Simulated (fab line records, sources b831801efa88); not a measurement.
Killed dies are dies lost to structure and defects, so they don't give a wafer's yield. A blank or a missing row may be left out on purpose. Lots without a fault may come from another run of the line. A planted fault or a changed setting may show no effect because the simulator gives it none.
Chamber matching | flow gf180mcu | GF_V3_CMP_26 on cmp-01: 4 sister chambers
The step polishes, stops on SiO2, t overpolish 15 s, target thk 0 nm. 4 wafers are shown with their chamber, then 12 later ones without.

WAFERS WITH THEIR CHAMBER
wafer  | chamber | motor_current_A (A)
L084.2 | 2       | 11.7
L085.5 | 1       | 9.9
L086.5 | 0       | 11.0
L086.6 | 3       | 12.2

WAFERS WITHOUT THEIR CHAMBER
wafer  | motor_current_A (A)
L087.2 | 11.2
L087.3 | 10.4
L087.4 | 11.6
L093.2 | 12.5
L093.4 | 10.8
L093.6 | 10.6
L094.1 | 12.1
L094.3 | 10.3
L094.4 | 10.9
L096.2 | 10.0
L096.3 | 12.1
L096.5 | 11.9

WHICH CHAMBER EACH WENT THROUGH
wafer  | from the rows above          | in truth
L087.2 | can't be placed: 0 or 2      | 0
L087.3 | can't be placed: 1 or 0      | 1
L087.4 | can't be placed: 2 or 0 or 3 | 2
L093.2 | can't be placed: 3 or 2      | 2
L093.4 | 0                            | 0
L093.6 | can't be placed: 0 or 1      | 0
L094.1 | can't be placed: 3 or 2      | 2
L094.3 | can't be placed: 1 or 0      | 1
L094.4 | 0                            | 0
L096.2 | 1                            | 1
L096.3 | can't be placed: 3 or 2      | 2
L096.5 | can't be placed: 2 or 3      | 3
Placed correctly: 3 of 12. Can't be placed from these rows: 9 (the true chamber is among the candidates in 9). Placed wrongly: 0.
How it was worked out, from the rows above alone: a wafer's distance from a chamber is the root of the sum, over the readings, of the square of ((its reading less the chamber's mean) divided by the reading's scatter). The wafer belongs to the nearest chamber; if the next one is less than 2 further off, it can't be placed. A chamber's mean is the mean of its shown wafers. The scatter: with one shown wafer a chamber, the root of the mean of the squares of how far each hidden wafer lies from its nearest shown one.
